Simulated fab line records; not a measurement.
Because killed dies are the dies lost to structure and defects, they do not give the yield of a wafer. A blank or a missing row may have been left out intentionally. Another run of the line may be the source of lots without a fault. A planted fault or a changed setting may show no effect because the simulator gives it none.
Commonality check across tools :: flow sky130 :: 9 lots and 27 wafers in the sample

== WHAT PROMPTED THE OPENING ==
At SKY_CAP2M_RS_MEAS_03 the reading CAP2M_TIN_RS is flagged on 2 of 9 lots. No-fault wafers: 6.89 ohm/sq, standard deviation 0.08.
Rule: a lot gets a flag if all its wafers with a number sit over 4 standard deviations from that mean, or if no wafer of it has a number. The other lots count as sound.

lot: L910
measured: day 40 02:26
on: filmMetro-02
CAP2M_TIN_RS (ohm/sq), wafer by wafer: 6.85 6.94 6.98
flag: 

lot: L911
measured: day 40 09:35
on: filmMetro-04
CAP2M_TIN_RS (ohm/sq), wafer by wafer: 6.85 6.92 6.84
flag: 

lot: L917
measured: day 41 22:50
on: filmMetro-04
CAP2M_TIN_RS (ohm/sq), wafer by wafer: 6.85 6.91 6.84
flag: 

lot: L919
measured: day 42 17:17
on: filmMetro-01
CAP2M_TIN_RS (ohm/sq), wafer by wafer: 6.90 6.96 6.92
flag: 

lot: L922
measured: day 43 15:43
on: filmMetro-02
CAP2M_TIN_RS (ohm/sq), wafer by wafer: 6.85 6.78 6.91
flag: 

lot: L923
measured: day 43 22:58
on: filmMetro-04
CAP2M_TIN_RS (ohm/sq), wafer by wafer: 6.86 6.85 6.86
flag: 

lot: L927
measured: day 44 20:51
on: filmMetro-01
CAP2M_TIN_RS (ohm/sq), wafer by wafer: 7.01 7.01 7.02
flag: 

lot: L931
measured: day 45 19:01
on: filmMetro-01
CAP2M_TIN_RS (ohm/sq), wafer by wafer: 8.86 8.82 8.84
flag: FLAGGED

lot: L932
measured: day 45 23:35
on: filmMetro-02
CAP2M_TIN_RS (ohm/sq), wafer by wafer: 8.80 8.85 8.67
flag: FLAGGED
The mean of the flagged lots' numbers is 8.81 ohm/sq, +1.92 ohm/sq from the usual (+24 standard deviations).

== WHICH TOOL EACH LOT WENT THROUGH ==
4 process steps preceding the reading are held in the record, out of 708 steps in the route. Each cell gives the tool, then ch followed by the chambers the sampled wafers passed through, then the start.
lot: L910
flag: 
SKY_METAL2_SPUTTER_03: pvdSputter-02, day 34 09:22
SKY_VIA3_CMP_24: cmp-01 ch 0,2,3, day 40 01:49
SKY_METAL4_SPUTTER_00: pvdSputter-04, day 40 02:04
SKY_CAP2M_SPUTTER_02: pvdSputter-03, day 40 02:19

lot: L911
flag: 
SKY_METAL2_SPUTTER_03: pvdSputter-02, day 34 15:03
SKY_VIA3_CMP_24: cmp-01 ch 1,2, day 40 08:58
SKY_METAL4_SPUTTER_00: pvdSputter-02, day 40 09:13
SKY_CAP2M_SPUTTER_02: pvdSputter-03, day 40 09:27

lot: L917
flag: 
SKY_METAL2_SPUTTER_03: pvdSputter-02, day 36 10:59
SKY_VIA3_CMP_24: cmp-02 ch 0,2,3, day 41 22:11
SKY_METAL4_SPUTTER_00: pvdSputter-02, day 41 22:29
SKY_CAP2M_SPUTTER_02: pvdSputter-01, day 41 22:44

lot: L919
flag: 
SKY_METAL2_SPUTTER_03: pvdSputter-01, day 37 06:48
SKY_VIA3_CMP_24: cmp-02 ch 1,2, day 42 16:39
SKY_METAL4_SPUTTER_00: pvdSputter-04, day 42 16:57
SKY_CAP2M_SPUTTER_02: pvdSputter-02, day 42 17:11

lot: L922
flag: 
SKY_METAL2_SPUTTER_03: pvdSputter-02, day 38 06:34
SKY_VIA3_CMP_24: cmp-02 ch 0,1,3, day 43 15:07
SKY_METAL4_SPUTTER_00: pvdSputter-02, day 43 15:22
SKY_CAP2M_SPUTTER_02: pvdSputter-01, day 43 15:36

lot: L923
flag: 
SKY_METAL2_SPUTTER_03: pvdSputter-04, day 38 12:54
SKY_VIA3_CMP_24: cmp-02 ch 0,1,3, day 43 22:25
SKY_METAL4_SPUTTER_00: pvdSputter-02, day 43 22:34
SKY_CAP2M_SPUTTER_02: pvdSputter-03, day 43 22:48

lot: L927
flag: 
SKY_METAL2_SPUTTER_03: pvdSputter-02, day 39 13:46
SKY_VIA3_CMP_24: cmp-02 ch 1,2,3, day 44 20:11
SKY_METAL4_SPUTTER_00: pvdSputter-04, day 44 20:29
SKY_CAP2M_SPUTTER_02: pvdSputter-03, day 44 20:43

lot: L931
flag: FLAGGED
SKY_METAL2_SPUTTER_03: pvdSputter-04, day 40 17:39
SKY_VIA3_CMP_24: cmp-02 ch 1,2,3, day 45 18:27
SKY_METAL4_SPUTTER_00: pvdSputter-02, day 45 18:39
SKY_CAP2M_SPUTTER_02: pvdSputter-03, day 45 18:53

lot: L932
flag: FLAGGED
SKY_METAL2_SPUTTER_03: pvdSputter-02, day 40 21:05
SKY_VIA3_CMP_24: cmp-01 ch 0,1,2, day 45 23:00
SKY_METAL4_SPUTTER_00: pvdSputter-02, day 45 23:12
SKY_CAP2M_SPUTTER_02: pvdSputter-03, day 45 23:26
What the steps here do:
- SKY_METAL2_SPUTTER_03: material Ti, target thk 5 nm, time 3.3 s.
- SKY_VIA3_CMP_24: polishes, stops on SiO2, t overpolish 20 s, target thk 0 nm.
- SKY_METAL4_SPUTTER_00: material Ti, target thk 15 nm, time 10 s.
- SKY_CAP2M_SPUTTER_02: material TiN, target thk 200 nm, time 166.7 s.
- SKY_CAP2M_RS_MEAS_03: measures by four-point-probe.

== FLAGGED AGAINST TOTAL, ONE TOOL AT A TIME (gauges that did the reading follow at the end) ==
step: SKY_METAL2_SPUTTER_03
tool: pvdSputter-01
lots run: 1
flagged: 0
share of the flagged lots: none
sound lots run after its first flagged lot: -

step: SKY_METAL2_SPUTTER_03
tool: pvdSputter-02
lots run: 6
flagged: 1
share of the flagged lots: some
sound lots run after its first flagged lot: 0

step: SKY_METAL2_SPUTTER_03
tool: pvdSputter-04
lots run: 2
flagged: 1
share of the flagged lots: some
sound lots run after its first flagged lot: 0

step: SKY_VIA3_CMP_24
tool: cmp-01
lots run: 3
flagged: 1
share of the flagged lots: some
sound lots run after its first flagged lot: 0

step: SKY_VIA3_CMP_24
tool: cmp-02
lots run: 6
flagged: 1
share of the flagged lots: some
sound lots run after its first flagged lot: 0

step: SKY_METAL4_SPUTTER_00
tool: pvdSputter-02
lots run: 6
flagged: 2
share of the flagged lots: all
sound lots run after its first flagged lot: 0

step: SKY_METAL4_SPUTTER_00
tool: pvdSputter-04
lots run: 3
flagged: 0
share of the flagged lots: none
sound lots run after its first flagged lot: -

step: SKY_CAP2M_SPUTTER_02
tool: pvdSputter-01
lots run: 2
flagged: 0
share of the flagged lots: none
sound lots run after its first flagged lot: -

step: SKY_CAP2M_SPUTTER_02
tool: pvdSputter-02
lots run: 1
flagged: 0
share of the flagged lots: none
sound lots run after its first flagged lot: -

step: SKY_CAP2M_SPUTTER_02
tool: pvdSputter-03
lots run: 6
flagged: 2
share of the flagged lots: all
sound lots run after its first flagged lot: 0

step: SKY_CAP2M_RS_MEAS_03
tool: filmMetro-01
lots run: 3
flagged: 1
share of the flagged lots: some
sound lots run after its first flagged lot: 0

step: SKY_CAP2M_RS_MEAS_03
tool: filmMetro-02
lots run: 3
flagged: 1
share of the flagged lots: some
sound lots run after its first flagged lot: 0

step: SKY_CAP2M_RS_MEAS_03
tool: filmMetro-04
lots run: 3
flagged: 0
share of the flagged lots: none
sound lots run after its first flagged lot: -

== WHAT THE TABLE ALLOWS ==
pvdSputter-02 at SKY_METAL4_SPUTTER_00 and pvdSputter-03 at SKY_CAP2M_SPUTTER_02 are the 2 rows of the table that ran each flagged lot.
- pvdSputter-02 at SKY_METAL4_SPUTTER_00: 2 of its 6 lots flagged. Its last sound lot is L923 (day 43 22:34), its first flagged lot L931 (day 45 18:39): a fault that began between those two fits.
- pvdSputter-03 at SKY_CAP2M_SPUTTER_02: 2 of its 6 lots flagged. Its last sound lot is L927 (day 44 20:43), its first flagged lot L931 (day 45 18:53): a fault that began between those two fits. Its own readings lie more than 4 standard deviations out on every wafer of the flagged lots: cathodeDcPowerW.
Because each of these 2 tools fits a fault that began at some hour, counting lots does not separate them. More lots, or a look at what each step does to the wafer, might.

== WHAT THE SIMULATOR HAD INSERTED ==
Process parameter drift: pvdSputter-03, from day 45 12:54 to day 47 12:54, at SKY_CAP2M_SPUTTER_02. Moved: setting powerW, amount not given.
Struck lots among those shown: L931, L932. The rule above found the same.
